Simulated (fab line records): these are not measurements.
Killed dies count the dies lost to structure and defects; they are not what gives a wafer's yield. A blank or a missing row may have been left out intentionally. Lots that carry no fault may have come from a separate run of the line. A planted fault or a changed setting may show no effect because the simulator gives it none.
2 desks, one fault ; flow gf180mcu ; each desk has only its own numbers; what lay behind them comes last

AT THE TOOL OWNER'S DESK: cmp-02
The tool's own readings at GF_V1_CMP_04 (polishes SiO2): means of the sampled wafers that have a number, for each lot that ran on this tool. If a lot's mean is further than 4 standard deviations from the usual mean, the lot is out of limits and carries the mark OUT (the distance appears in the brackets).
Columns: A = motor current A at GF_V1_CMP_04, usual 12.1 A; B = time to endpoint s at GF_V1_CMP_04, usual 83 s
lot;first seen here;A;B
L100;day 20 22:01;12.1;89
L101;day 20 23:13;12.3;88
L103;day 21 12:25;11.4;103
L104;day 22 03:04;13.0;109 (+4.8) OUT
L111;day 24 09:33;10.9;83
L114;day 25 06:31;13.2;90
L115;day 25 12:34;13.4;89
Finding of this desk: L104 out of limits; the first was L104 at day 22 03:04, on time to endpoint s at GF_V1_CMP_04. In limits: L100, L101, L103, L111, L114, L115.

AT THE METROLOGY DESK
What the gauges read for every lot (on any tool): the sampled wafers with a number, averaged. If a lot's mean is further than 4 standard deviations from the usual mean, the lot is out of limits and carries the mark OUT (the distance appears in the brackets).
Columns: A = V1_OVL at GF_V1_OVL_MEAS_15, usual 2 nm
lot;first seen here;A
L995;day 19 16:45;-7
L997;day 20 14:55;-2
L998;day 20 17:50;-1
L999;day 21 16:08;14
L100;day 21 22:22;3
L101;day 21 23:43;3
L103;day 22 12:55;11
L104;day 23 02:33;7
L111;day 25 07:49;6
L114;day 26 04:27;1
L115;day 26 10:27;-1
Finding of this desk: none of the 11 lots has anything out of limits.

ALL TOGETHER
The tool owner's desk could have raised an alarm at day 22 03:04, on L104.
At the metrology desk, nothing out of limits was observed.
The metrology desk holds a record of L104, inside its limits.
On cmp-02, each named lot ran GF_V1_CMP_04.

WHAT WAS PUT IN BY THE SIMULATOR
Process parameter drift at GF_V1_CMP_04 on cmp-02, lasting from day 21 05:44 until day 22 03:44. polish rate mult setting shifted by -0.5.
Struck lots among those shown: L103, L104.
Hours from the fault's start to each desk's first reading out of limits: the tool owner's desk, 21.
